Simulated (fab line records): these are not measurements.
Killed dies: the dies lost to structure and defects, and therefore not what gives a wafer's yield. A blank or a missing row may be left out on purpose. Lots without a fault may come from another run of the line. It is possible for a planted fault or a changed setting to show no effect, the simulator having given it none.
fab line records	flow sky130
[record] lots = 24	wafers = 72	last-day = 50
route steps=708 shown METAL2@486 VIA2@520 VIA3@575 METAL4@598 VIA4@641 PASSIVATION@684
lots untouched by any fault: they come from a run of this same line in which no faults occurred
start-h: the number of hours between the record's first day and the start of the first shown wafer of the lot	wait-h: hours since the lot's step before	" repeats the value in the row above	L1.1+2: one row covering several wafers at once	- no value present, or no start provided	* or withheld: withheld	< > ~ a bound
route shown NAME@n: NAME is a module with steps in the file, n the number in the route of the first one	usual: mean and standard deviation over wafers with no fault	same: alike in all rows	chamber/n: place in a boat	sites: the reading at each site	_std_site: how widely they spread, as a standard deviation	_edge_site: outer sites' mean less inner sites'	radius-mm: how far each site lies from the wafer's centre	mask NAME#n: copy n	behind: tool/chamber where the wafer was last shaped	hold: what put the lot on hold/how long, in hours/how the hold closed	device: the transistor (n, p or np) that didn't switch	end of line: the tests these same wafers got at the end of their route	for a step that has no rows: nothing shown but its recipe	killed: dies that structure and defects cost at the first sort, which is not the same as the wafer's yield	map: per-die view of a wafer (x killed, . not killed, _ where there is no die)
set.NAME: the run value of the setting; set.NAME@STEP: its run value at that earlier step	model.NAME: the simulator's own value behind a step, which no gauge read
the route's steps for a sample of lots (tables are steps, rows are wafers)
services: when a tool's chamber went out of use (start-h, in hours from the record's first day, below 0 if earlier), for how many hours, and the reason
[[steps]]
[step SKY_METAL2_SPUTTER_03]
[recipe] material = Ti	target-thk-nm = 5	power-w = 3000	time-s = 3.3	chamber-pressure-pa = 0.4
[usual] throttle-valve-pct = 30.1/0.98
lot.wafer	tool	chamber	start-h	wait-h	throttle-valve-pct
L074.2	pvd-sputter-04	-	808.12	0.0	30.0
L074.4	"	-	"	"	30.8
L074.6	"	-	"	"	30.4
L075.1	pvd-sputter-01	-	808.29	0.0	31.1
L075.3	"	-	"	"	30.0
L075.4	"	-	"	"	30.4
L076.2	pvd-sputter-01	-	811.29	0.0	30.0
L076.3	"	-	"	"	30.7
L076.4	"	-	"	"	30.3
L078.1	pvd-sputter-04	-	832.05	0.0	30.0
L078.5	"	-	"	"	30.1
L078.6	"	-	"	"	27.9
L077.2	pvd-sputter-02	-	833.58	0.0	30.0
L077.3	"	-	"	"	30.3
L077.5	"	-	"	"	30.3
L080.1	pvd-sputter-01	-	841.59	0.0	30.5
L080.4	"	-	"	"	31.1
L080.6	"	-	"	"	30.1
L079.2	pvd-sputter-04	-	843.06	0.0	30.3
L079.3	"	-	"	"	27.9
L079.5	"	-	"	"	30.2
L081.2	pvd-sputter-04	-	849.83	0.0	30.3
L081.3	"	-	"	"	31.0
L081.6	"	-	"	"	31.2
L082.2	pvd-sputter-04	-	852.69	0.0	30.3
L082.4	"	-	"	"	30.2
L082.5	"	-	"	"	28.0
L083.4	pvd-sputter-02	-	865.12	0.0	30.1
L083.5	"	-	"	"	29.8
L083.6	"	-	"	"	29.2
L084.3	pvd-sputter-04	-	867.52	0.0	31.2
L084.4	"	-	"	"	27.8
L084.5	"	-	"	"	30.7
L085.1	pvd-sputter-01	-	877.42	0.0	30.9
L085.4	"	-	"	"	30.3
L085.5	"	-	"	"	31.4
L087.1	pvd-sputter-02	-	884.57	0.0	30.5
L087.2	"	-	"	"	29.5
L087.4	"	-	"	"	30.2
L086.4	pvd-sputter-04	-	886.07	0.0	30.3
L086.5	"	-	"	"	28.3
L086.6	"	-	"	"	30.9
L088.1	pvd-sputter-01	-	888.71	0.0	30.2
L088.5	"	-	"	"	30.3
L088.6	"	-	"	"	31.2
L089.1	pvd-sputter-01	-	893.96	0.0	30.4
L089.4	"	-	"	"	30.6
L089.5	"	-	"	"	30.4
L090.1	pvd-sputter-04	-	905.75	0.0	31.0
L090.4	"	-	"	"	28.0
L090.5	"	-	"	"	30.8
L091.2	pvd-sputter-04	-	926.63	0.0	31.0
L091.3	"	-	"	"	30.7
L091.5	"	-	"	"	30.9
L092.1	pvd-sputter-04	-	928.06	0.0	30.9
L092.2	"	-	"	"	28.1
L092.4	"	-	"	"	30.1
L093.3	pvd-sputter-04	-	935.92	0.0	30.7
L093.4	"	-	"	"	31.2
L093.6	"	-	"	"	30.1
L094.1	pvd-sputter-02	-	937.72	0.0	29.6
L094.4	"	-	"	"	30.2
L094.5	"	-	"	"	29.1
L095.1	pvd-sputter-04	-	951.75	0.0	30.5
L095.5	"	-	"	"	31.0
L095.6	"	-	"	"	30.5
L096.2	pvd-sputter-01	-	954.54	0.0	31.5
L096.3	"	-	"	"	30.2
L096.6	"	-	"	"	31.2
L097.1	pvd-sputter-04	-	955.24	0.0	30.4
L097.4	"	-	"	"	28.2
L097.6	"	-	"	"	30.6
[step SKY_VIA2_OVL_MEAS_13]
[usual] VIA2_OVL = 3/5.9
lot.wafer	tool	chamber	start-h	wait-h	VIA2_OVL[nm]
L074.2	overlay-01	-	861.41	0.1	0
L074.4	"	-	"	"	8
L074.6	"	-	"	"	3
L075.1	overlay-02	-	862.32	0.1	0
L075.3	"	-	"	"	3
L075.4	"	-	"	"	-4
L076.2	overlay-02	-	864.07	0.1	7
L076.3	"	-	"	"	1
L076.4	"	-	"	"	-1
L078.1	overlay-01	-	885.92	0.1	2
L078.5	"	-	"	"	-2
L078.6	"	-	"	"	2
L077.2	overlay-02	-	886.82	0.1	5
L077.3	"	-	"	"	3
L077.5	"	-	"	"	1
L080.1	overlay-01	-	894.67	0.1	10
L080.4	"	-	"	"	-4
L080.6	"	-	"	"	7
L079.2	overlay-01	-	895.92	0.1	14
L079.3	"	-	"	"	8
L079.5	"	-	"	"	14
L081.2	overlay-01	-	902.91	0.1	4
L081.3	"	-	"	"	3
L081.6	"	-	"	"	2
L082.2	overlay-02	-	906.26	0.1	1
L082.4	"	-	"	"	3
L082.5	"	-	"	"	4
L083.4	overlay-02	-	916.99	0.1	1
L083.5	"	-	"	"	5
L083.6	"	-	"	"	0
L084.3	overlay-01	-	919.86	0.1	1
L084.4	"	-	"	"	-2
L084.5	"	-	"	"	7
L085.1	overlay-01	-	929.07	0.1	-2
L085.4	"	-	"	"	-3
L085.5	"	-	"	"	-7
L087.1	overlay-01	-	936.70	0.1	14
L087.2	"	-	"	"	3
L087.4	"	-	"	"	5
L086.4	overlay-02	-	938.59	0.1	-6
L086.5	"	-	"	"	-3
L086.6	"	-	"	"	3
L088.1	overlay-02	-	939.70	0.1	3
L088.5	"	-	"	"	-5
L088.6	"	-	"	"	2
L089.1	overlay-02	-	945.42	0.1	8
L089.4	"	-	"	"	9
L089.5	"	-	"	"	4
L090.1	overlay-01	-	956.35	0.1	10
L090.4	"	-	"	"	0
L090.5	"	-	"	"	4
L091.2	overlay-02	-	977.17	0.1	-15
L091.3	"	-	"	"	-7
L091.5	"	-	"	"	-11
L092.1	overlay-01	-	978.67	0.1	-3
L092.2	"	-	"	"	-7
L092.4	"	-	"	"	-7
L093.3	overlay-01	-	985.53	0.1	4
L093.4	"	-	"	"	4
L093.6	"	-	"	"	9
L094.1	overlay-02	-	987.02	0.1	7
L094.4	"	-	"	"	11
L094.5	"	-	"	"	2
L095.1	overlay-01	-	1000.67	0.1	17
L095.5	"	-	"	"	15
L095.6	"	-	"	"	10
L096.2	overlay-01	-	1005.68	0.1	6
L096.3	"	-	"	"	7
L096.6	"	-	"	"	17
L097.1	overlay-01	-	1006.02	0.1	-1
L097.4	"	-	"	"	2
L097.6	"	-	"	"	-2
[step SKY_VIA3_CMP_02]
[recipe] material = SiO2	down-force-psi = 4	platen-rpm = 60	pad-velocity-m-s = 0.94248
[usual] motor-current-A = 12.0/1.5
lot.wafer	tool	chamber	start-h	wait-h	motor-current-A
L074.4	cmp-01	1	916.33	0.0	10.2
L074.2	"	3	"	"	12.8
L074.6	"	2	"	"	11.5
L075.1	cmp-02	1	917.23	0.1	11.2
L075.4	"	3	"	"	10.2
L075.3	"	0	"	"	12.6
L076.2	cmp-01	3	917.98	0.0	12.8
L076.4	"	1	"	"	10.2
L076.3	"	2	"	"	11.5
L078.1	cmp-01	2	938.95	0.2	11.5
L078.6	"	3	"	"	12.7
L078.5	"	0	"	"	15.0
L077.2	cmp-02	0	940.23	0.1	13.1
L077.3	"	2	"	"	11.3
L077.5	"	0	"	"	13.1
L080.1	cmp-02	3	947.95	0.1	10.6
L080.4	"	0	"	"	12.6
L080.6	"	0	"	"	12.7
L079.2	cmp-02	3	948.82	0.0	10.7
L079.3	"	0	"	"	12.7
L079.5	"	3	"	"	10.4
L081.2	cmp-01	3	954.65	0.0	12.9
L081.3	"	2	"	"	11.8
L081.6	"	0	"	"	15.2
L082.2	cmp-01	1	957.94	0.1	10.6
L082.4	"	2	"	"	11.5
L082.5	"	1	"	"	10.5
L083.4	cmp-02	1	968.63	0.1	11.4
L083.6	"	3	"	"	11.2
L083.5	"	0	"	"	13.0
L084.3	cmp-02	0	972.43	0.1	12.5
L084.4	"	1	"	"	11.6
L084.5	"	3	"	"	11.0
L085.1	cmp-01	2	980.97	0.1	12.6
L085.4	"	3	"	"	12.7
L085.5	"	2	"	"	12.6
L087.2	cmp-02	0	987.57	0.0	12.9
L087.4	"	1	"	"	10.5
L087.1	"	3	"	"	10.3
L086.4	cmp-01	2	990.07	0.2	11.2
L086.6	"	3	"	"	12.8
L086.5	"	0	"	"	14.6
L088.1	cmp-02	2	990.73	0.1	11.9
L088.5	"	1	"	"	11.5
L088.6	"	2	"	"	11.0
L089.4	cmp-01	1	996.33	0.1	10.8
L089.1	"	2	"	"	12.2
L089.5	"	3	"	"	12.4
L090.1	cmp-02	1	1007.41	0.4	11.1
L090.4	"	2	"	"	12.1
L090.5	"	3	"	"	10.0
L091.3	cmp-02	3	1026.73	0.0	10.0
L091.2	"	0	"	"	13.2
L091.5	"	3	"	"	10.4
L092.4	cmp-02	2	1028.45	0.0	11.1
L092.1	"	0	"	"	12.3
L092.2	"	1	"	"	11.4
L093.3	cmp-02	2	1035.58	0.0	11.8
L093.4	"	0	"	"	12.5
L093.6	"	2	"	"	12.2
L094.1	cmp-02	0	1036.35	0.1	12.3
L094.4	"	2	"	"	12.0
L094.5	"	0	"	"	12.7
L095.1	cmp-01	0	1048.88	0.2	14.5
L095.6	"	0	"	"	15.7
L095.5	"	1	"	"	10.1
L096.2	cmp-02	0	1054.25	0.1	12.6
L096.3	"	1	"	"	11.3
L096.6	"	3	"	"	10.4
L097.1	cmp-01	1	1054.60	0.1	10.2
L097.4	"	3	"	"	12.4
L097.6	"	1	"	"	10.1
[step SKY_METAL4_SPUTTER_00]
[recipe] material = Ti	target-thk-nm = 15	power-w = 3000	time-s = 10	chamber-pressure-pa = 0.4
[usual] throttle-valve-pct = 29.5/1.2
lot.wafer	tool	chamber	start-h	wait-h	throttle-valve-pct
L074.2	pvd-sputter-02	-	942.37	0.2	29.2
L074.4	"	-	"	"	30.4
L074.6	"	-	"	"	30.2
L075.1	pvd-sputter-03	-	943.51	0.2	28.4
L075.3	"	-	"	"	29.5
L075.4	"	-	"	"	27.1
L076.2	pvd-sputter-02	-	944.15	0.1	30.5
L076.3	"	-	"	"	29.9
L076.4	"	-	"	"	30.3
L078.1	pvd-sputter-03	-	964.43	0.2	28.7
L078.5	"	-	"	"	28.8
L078.6	"	-	"	"	27.0
L077.2	pvd-sputter-03	-	965.79	0.2	29.7
L077.3	"	-	"	"	30.3
L077.5	"	-	"	"	28.7
L080.1	pvd-sputter-03	-	973.49	0.2	29.6
L080.4	"	-	"	"	27.1
L080.6	"	-	"	"	29.5
L079.2	pvd-sputter-03	-	974.61	0.1	30.5
L079.3	"	-	"	"	28.6
L079.5	"	-	"	"	30.4
L081.2	pvd-sputter-02	-	983.42	0.1	30.3
L081.3	"	-	"	"	29.2
L081.6	"	-	"	"	30.2
L082.2	pvd-sputter-04	-	986.19	0.1	30.2
L082.4	"	-	"	"	30.8
L082.5	"	-	"	"	30.8
L083.4	pvd-sputter-03	-	993.22	0.1	26.8
L083.5	"	-	"	"	29.7
L083.6	"	-	"	"	28.8
L084.3	pvd-sputter-03	-	996.91	0.1	29.5
L084.4	"	-	"	"	30.3
L084.5	"	-	"	"	27.1
L085.1	pvd-sputter-04	-	1005.96	0.1	30.2
L085.4	"	-	"	"	30.6
L085.5	"	-	"	"	27.8
L087.1	pvd-sputter-02	-	1012.73	0.1	28.9
L087.2	"	-	"	"	30.3
L087.4	"	-	"	"	30.2
L086.4	pvd-sputter-04	-	1014.93	0.1	30.3
L086.5	"	-	"	"	28.2
L086.6	"	-	"	"	30.9
L088.1	pvd-sputter-02	-	1015.59	0.2	30.1
L088.5	"	-	"	"	29.0
L088.6	"	-	"	"	29.7
L089.1	pvd-sputter-02	-	1020.56	0.2	30.3
L089.4	"	-	"	"	29.3
L089.5	"	-	"	"	30.5
L090.1	pvd-sputter-03	-	1031.51	0.2	26.9
L090.4	"	-	"	"	29.6
L090.5	"	-	"	"	30.5
L091.2	pvd-sputter-03	-	1051.11	0.2	29.8
L091.3	"	-	"	"	28.5
L091.5	"	-	"	"	29.3
L092.1	pvd-sputter-02	-	1052.76	0.2	30.1
L092.2	"	-	"	"	29.0
L092.4	"	-	"	"	30.1
L093.3	pvd-sputter-04	-	1058.92	0.2	30.7
L093.4	"	-	"	"	30.3
L093.6	"	-	"	"	31.1
L094.1	pvd-sputter-02	-	1059.90	0.2	30.1
L094.4	"	-	"	"	30.5
L094.5	"	-	"	"	30.2
L095.1	pvd-sputter-04	-	1071.84	0.1	27.9
L095.5	"	-	"	"	30.9
L095.6	"	-	"	"	28.0
L096.2	pvd-sputter-03	-	1077.89	0.1	27.4
L096.3	"	-	"	"	30.3
L096.6	"	-	"	"	30.4
L097.1	pvd-sputter-04	-	1078.11	0.1	30.6
L097.4	"	-	"	"	28.2
L097.6	"	-	"	"	31.4
[step SKY_VIA4_CMP_02]
[recipe] material = SiO2	down-force-psi = 4	platen-rpm = 60	pad-velocity-m-s = 0.94248
[usual] motor-current-A = 12.0/1.5
lot.wafer	tool	chamber	start-h	wait-h	motor-current-A
L074.4	cmp-01	2	991.48	0.1	11.7
L074.2	"	0	"	"	15.1
L074.6	"	2	"	"	12.4
L075.4	cmp-02	0	992.94	0.0	12.8
L075.3	"	2	"	"	11.2
L075.1	"	3	"	"	10.5
L076.2	cmp-01	0	993.22	0.0	15.0
L076.4	"	2	"	"	11.6
L076.3	"	3	"	"	13.0
L078.1	cmp-02	0	1014.17	0.1	12.8
L078.5	"	2	"	"	11.6
L078.6	"	3	"	"	10.6
L077.3	cmp-02	3	1014.74	0.1	10.4
L077.2	"	1	"	"	11.5
L077.5	"	2	"	"	11.2
L080.4	cmp-01	1	1022.14	0.0	10.6
L080.1	"	3	"	"	12.4
L080.6	"	2	"	"	11.9
L079.2	cmp-01	1	1023.66	0.1	10.3
L079.3	"	2	"	"	12.7
L079.5	"	0	"	"	14.1
L081.2	cmp-02	3	1030.39	0.0	10.1
L081.3	"	2	"	"	12.0
L081.6	"	3	"	"	10.8
L082.4	cmp-02	2	1034.39	0.1	11.4
L082.2	"	0	"	"	13.2
L082.5	"	2	"	"	11.3
L083.4	cmp-01	3	1041.29	0.2	12.8
L083.5	"	0	"	"	15.2
L083.6	"	1	"	"	10.5
L084.3	cmp-01	3	1045.13	0.1	12.5
L084.4	"	0	"	"	16.0
L084.5	"	2	"	"	11.6
L085.1	cmp-01	2	1052.12	0.1	11.7
L085.4	"	3	"	"	12.6
L085.5	"	2	"	"	12.1
L087.1	cmp-01	3	1059.40	0.1	12.7
L087.4	"	0	"	"	15.3
L087.2	"	1	"	"	10.6
L086.4	cmp-01	0	1062.03	0.2	15.0
L086.6	"	1	"	"	10.7
L086.5	"	2	"	"	12.1
L088.1	cmp-02	1	1062.25	0.1	11.7
L088.5	"	0	"	"	12.7
L088.6	"	1	"	"	11.8
L089.1	cmp-02	2	1066.99	0.1	11.4
L089.4	"	1	"	"	11.4
L089.5	"	3	"	"	10.5
L090.1	cmp-01	3	1076.90	0.1	13.3
L090.4	"	0	"	"	14.8
L090.5	"	2	"	"	11.6
L091.2	cmp-02	0	1100.21	4.3	13.2
L091.3	"	2	"	"	11.4
L091.5	"	0	"	"	12.8
L092.2	cmp-02	2	1100.76	4.1	11.2
L092.4	"	0	"	"	13.2
L092.1	"	1	"	"	11.4
L093.4	cmp-01	1	1103.66	0.5	10.3
L093.3	"	3	"	"	12.8
L093.6	"	1	"	"	10.0
L094.4	cmp-01	3	1104.01	0.5	12.7
L094.1	"	0	"	"	15.2
L094.5	"	3	"	"	12.4
L095.1	cmp-01	2	1116.09	0.1	12.3
L095.6	"	1	"	"	10.0
L095.5	"	2	"	"	12.3
L096.2	cmp-01	3	1119.39	0.1	13.2
L096.3	"	0	"	"	14.7
L096.6	"	2	"	"	11.8
L097.4	cmp-02	0	1119.69	0.1	12.7
L097.1	"	1	"	"	10.7
L097.6	"	0	"	"	12.8
[step SKY_PASSIVATION_THK_MEAS_03]
[recipe] reads = Si3N4_of_PASSIVATION_CVD_02
[usual] PASSIVATION_CVD_02_THK = 540/8.1
lot.wafer	tool	chamber	start-h	wait-h	PASSIVATION_CVD_02_THK[nm]
L074.2	film-metro-03	-	1038.94	-	533
L074.4	"	-	"	"	544
L074.6	"	-	"	"	545
L075.1	film-metro-02	-	1041.17	-	529
L075.3	"	-	"	"	526
L075.4	"	-	"	"	541
L076.2	film-metro-01	-	1042.35	-	539
L076.3	"	-	"	"	535
L076.4	"	-	"	"	550
L078.1	film-metro-03	-	1061.47	-	551
L078.5	"	-	"	"	551
L078.6	"	-	"	"	537
L077.2	film-metro-03	-	1062.48	-	535
L077.3	"	-	"	"	526
L077.5	"	-	"	"	537
L080.1	film-metro-02	-	1069.27	-	536
L080.4	"	-	"	"	564
L080.6	"	-	"	"	544
L079.2	film-metro-02	-	1069.93	-	530
L079.3	"	-	"	"	540
L079.5	"	-	"	"	542
L081.2	film-metro-02	-	1076.60	-	537
L081.3	"	-	"	"	538
L081.6	"	-	"	"	561
L082.2	film-metro-03	-	1079.75	-	527
L082.4	"	-	"	"	549
L082.5	"	-	"	"	543
L083.4	film-metro-03	-	1087.49	-	562
L083.5	"	-	"	"	545
L083.6	"	-	"	"	543
L084.3	film-metro-03	-	1090.93	-	529
L084.4	"	-	"	"	544
L084.5	"	-	"	"	551
L085.1	film-metro-01	-	1097.10	-	529
L085.4	"	-	"	"	540
L085.5	"	-	"	"	545
L087.1	film-metro-03	-	1103.64	-	529
L087.2	"	-	"	"	538
L087.4	"	-	"	"	540
L086.4	film-metro-02	-	1106.92	-	539
L086.5	"	-	"	"	538
L086.6	"	-	"	"	540
L088.1	film-metro-03	-	1107.15	-	536
L088.5	"	-	"	"	547
L088.6	"	-	"	"	554
L089.1	film-metro-03	-	1110.55	-	531
L089.4	"	-	"	"	539
L089.5	"	-	"	"	548
L090.1	film-metro-02	-	1122.79	-	544
L090.4	"	-	"	"	534
L090.5	"	-	"	"	542
L091.2	film-metro-02	-	1140.68	-	526
L091.3	"	-	"	"	528
L091.5	"	-	"	"	543
L092.1	film-metro-02	-	1142.07	-	527
L092.2	"	-	"	"	542
L092.4	"	-	"	"	538
L093.3	film-metro-02	-	1145.04	-	532
L093.4	"	-	"	"	546
L093.6	"	-	"	"	548
L094.1	film-metro-01	-	1145.55	-	541
L094.4	"	-	"	"	534
L094.5	"	-	"	"	548
L095.1	film-metro-02	-	1155.67	-	531
L095.5	"	-	"	"	543
L095.6	"	-	"	"	544
L096.2	film-metro-02	-	1157.33	-	534
L096.3	"	-	"	"	529
L096.6	"	-	"	"	544
L097.1	film-metro-03	-	1157.87	-	531
L097.4	"	-	"	"	544
L097.6	"	-	"	"	550
[[services]]
tool	chamber	start-h	hours	kind
pvd-sputter-03	-	784.83	2.7	repair
pvd-sputter-04	-	811.55	4.1	repair
cmp-02	-	815.71	1.3	repair
pvd-sputter-01	-	818.41	4.4	repair
cmp-02	-	824.36	1.0	repair
cmp-01	-	841.60	0.8	repair
cmp-02	-	874.48	5.8	pm
cmp-02	-	899.95	0.3	repair
cmp-01	-	912.00	4.0	pm
pvd-sputter-03	-	918.28	13.5	repair
cmp-01	-	929.97	4.2	pm
pvd-sputter-02	-	949.04	2.1	repair
pvd-sputter-02	-	953.54	2.9	repair
cmp-02	-	956.80	1.4	repair
cmp-01	-	1006.49	2.0	repair
pvd-sputter-03	-	1011.69	15.9	repair
cmp-01	-	1026.40	0.5	repair
cmp-02	-	1045.22	3.7	repair
cmp-01	-	1071.93	0.6	repair
cmp-01	-	1073.68	0.3	repair
cmp-01	-	1078.25	24.5	repair
cmp-01	-	1084.51	13.4	repair
cmp-02	-	1095.86	4.0	pm
pvd-sputter-02	-	1101.51	16.3	repair
[[key]]
fault none
